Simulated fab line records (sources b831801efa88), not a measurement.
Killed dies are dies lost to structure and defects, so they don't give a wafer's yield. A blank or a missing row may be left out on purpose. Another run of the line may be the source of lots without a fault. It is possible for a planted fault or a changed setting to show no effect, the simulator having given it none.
Chamber matching :: flow sky130 :: SKY_VIA4_CMP_02 on cmp-01 has 4 sister chambers
The step polishes SiO2. 8 wafers are shown with their chamber, then 12 later ones without.

EACH WAFER AND ITS CHAMBER
wafer: L087.1
chamber: 2
motor_current_A (A): 13.4
platen_rpm (rpm): 60.03

wafer: L089.2
chamber: 0
motor_current_A (A): 11.9
platen_rpm (rpm): 60.03

wafer: L089.3
chamber: 2
motor_current_A (A): 14.6
platen_rpm (rpm): 59.99

wafer: L090.1
chamber: 0
motor_current_A (A): 12.1
platen_rpm (rpm): 60.05

wafer: L090.4
chamber: 1
motor_current_A (A): 12.3
platen_rpm (rpm): 60.09

wafer: L091.2
chamber: 3
motor_current_A (A): 11.3
platen_rpm (rpm): 60.01

wafer: L091.3
chamber: 1
motor_current_A (A): 12.2
platen_rpm (rpm): 59.96

wafer: L091.5
chamber: 3
motor_current_A (A): 11.5
platen_rpm (rpm): 59.94

WAFERS WHOSE CHAMBER IS MISSING
wafer: L094.1
motor_current_A (A): 12.7
platen_rpm (rpm): 59.93

wafer: L094.5
motor_current_A (A): 14.6
platen_rpm (rpm): 60.01

wafer: L094.6
motor_current_A (A): 12.3
platen_rpm (rpm): 59.99

wafer: L095.1
motor_current_A (A): 11.5
platen_rpm (rpm): 60.03

wafer: L095.4
motor_current_A (A): 15.3
platen_rpm (rpm): 59.97

wafer: L095.5
motor_current_A (A): 12.5
platen_rpm (rpm): 60.01

wafer: L096.1
motor_current_A (A): 13.7
platen_rpm (rpm): 59.99

wafer: L096.2
motor_current_A (A): 12.7
platen_rpm (rpm): 59.99

wafer: L096.5
motor_current_A (A): 11.0
platen_rpm (rpm): 60.03

wafer: L097.3
motor_current_A (A): 12.0
platen_rpm (rpm): 59.99

wafer: L097.5
motor_current_A (A): 14.2
platen_rpm (rpm): 60.01

wafer: L097.6
motor_current_A (A): 11.0
platen_rpm (rpm): 59.92

WHICH CHAMBER EACH ONE RAN IN
wafer: L094.1
from the rows above: can't be placed: 1 or 0 or 3 or 2
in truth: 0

wafer: L094.5
from the rows above: 2
in truth: 2

wafer: L094.6
from the rows above: can't be placed: 1 or 0 or 3
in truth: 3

wafer: L095.1
from the rows above: can't be placed: 3 or 0 or 1
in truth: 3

wafer: L095.4
from the rows above: 2
in truth: 2

wafer: L095.5
from the rows above: can't be placed: 1 or 0 or 3
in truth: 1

wafer: L096.1
from the rows above: 2
in truth: 2

wafer: L096.2
from the rows above: can't be placed: 1 or 0 or 3 or 2
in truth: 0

wafer: L096.5
from the rows above: can't be placed: 3 or 0 or 1
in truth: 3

wafer: L097.3
from the rows above: can't be placed: 1 or 0 or 3
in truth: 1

wafer: L097.5
from the rows above: 2
in truth: 2

wafer: L097.6
from the rows above: can't be placed: 3 or 0
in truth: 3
Correct placement for 4 of the 12. Not placeable from these rows: 8 (in 8, the candidates include the true chamber). Wrongly placed: 0.
How it was worked out, from the rows above alone: a wafer's distance from a chamber is the root of the sum, over the readings, of the square of ((its reading less the chamber's mean) divided by the reading's scatter). The wafer belongs to the nearest chamber; if the next one is less than 2 further off, it can't be placed. A chamber's mean is the mean of its shown wafers. How the scatter is found: for the shown wafers, subtract from each reading the mean of its chamber, square and add these, divide the total by (wafers less chambers), then take the root.
